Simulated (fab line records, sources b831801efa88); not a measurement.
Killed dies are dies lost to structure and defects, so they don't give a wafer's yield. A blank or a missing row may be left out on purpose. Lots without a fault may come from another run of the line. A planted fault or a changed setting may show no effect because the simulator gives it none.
A struck lot beside a sound one | flow sky130 | 15 steps out of a route of 708
Sound: wafers L409.1, L409.2, L409.6. Struck: wafer L414.3. (L414.4 of the same lot was not struck and is left out.) The cause comes at the end.
At each step with rows: each side's tool, then ch and its chambers, then its first start. Under that, the readings that differ: sound wafers | struck wafers | difference of the means | sigmas: that difference in standard deviations of wafers without a fault.
alike: readings whose means differ by less than 2 such deviations, and words and numbers that are the same on both sides. not compared: withheld readings, readings that some wafer has no value for, bounds like >300 that may hide the same value, and numbers for which the record gives no deviation and whose values overlap.
The two part at a step that has a row with sigmas, a row that says differs or no value, or rows on one side only. Numbers that don't overlap but have no deviation are shown without sigmas and don't part them. A reading that every wafer of one side lacks parts them only if that side has two wafers or more.

SKY_LDD_P_OVL_MEAS_08:
  sound on overlay-01, day 23 10:28; struck on overlay-02, day 24 17:14
  alike: LDD_P_OVL
then, 1 step without rows for these wafers: SKY_LDD_P_IMPLANT_09.
SKY_LDD_P_STRIP_10: strips in O2/N2.
  sound on plasma_asher-02 ch 0,1, day 23 10:40; struck on plasma_asher-02 ch 0, day 24 17:26
  alike: drypump_motor_current_A, oes_product_au, strip_time_to_endpoint_s
  not compared: rf_hours_counter_h
SKY_LDD_P_TW_MEAS_11:
  sound on film_metro-02, day 23 10:46; struck on film_metro-04, day 24 17:32
  alike: LDD_P_TW
then, 7 steps without rows for these wafers: SKY_LDD_HVN_DEHYDRATE_00 (time 60 s); SKY_LDD_HVN_HMDS_01 (prime time 60 s); SKY_LDD_HVN_COAT_02 (resist thk 300 nm); SKY_LDD_HVN_SOFTBAKE_03 (time 60 s); SKY_LDD_HVN_EXPOSE_04 (exposes mask HVNTM, target cd 700 nm); SKY_LDD_HVN_PEB_05; SKY_LDD_HVN_DEVELOP_06 (develop time 60 s).
SKY_LDD_HVN_OVL_MEAS_07:
  sound on overlay-01, day 24 16:04; struck on overlay-02, day 25 22:17
  alike: LDD_HVN_OVL
SKY_LDD_HVN_IMPLANT_08:
  sound on implanter-03 ch 0, day 24 16:06; struck on implanter-03 ch 0, day 25 22:22
  reading            | sound            | struck | difference | sigmas
  beam_on_s (s)      | 9.99 10.10 10.40 | 11.14  | +0.98      | +5
  faraday_current_uA | 169 166 162      | 152    | -14        | -4
  alike: end_station_pressure_torr, tilt_deg
SKY_LDD_HVN_STRIP_09: strips in O2/N2.
  sound on plasma_asher-04 ch 0,1, day 24 16:15; struck on plasma_asher-01 ch 0, day 25 22:29
  alike: drypump_motor_current_A, oes_product_au, strip_time_to_endpoint_s
  not compared: rf_hours_counter_h
-- the record jumps here: 24 days lie between the struck wafers' starts before and after (it left off in module LDD_HVN and takes up again in module PAD_OPEN, whose first step shown is number 708 of the route) --
SKY_PAD_OPEN_PROBE_99:
  sound on prober-01, day 48 16:47; struck on prober-02, day 49 14:05
  alike: killed_at_M0_to_M3, killed_at_M4_up, killed_at_contacts, killed_at_front_end, killed_at_other, killed_dies, killed_on_rim, killed_open, killed_short
  not compared: model.etest.tip_n_5v.rs_ohm_sq

WHERE THEY PART
Only at SKY_LDD_HVN_IMPLANT_08, within this record. Later steps at which nothing parts them and some readings are alike: SKY_LDD_HVN_STRIP_09, SKY_PAD_OPEN_PROBE_99.

WHY: what the simulator had put in
Process parameter drift: implanter-03, from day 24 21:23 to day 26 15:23, at SKY_LDD_HVN_IMPLANT_08. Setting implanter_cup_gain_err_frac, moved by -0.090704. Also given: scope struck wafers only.
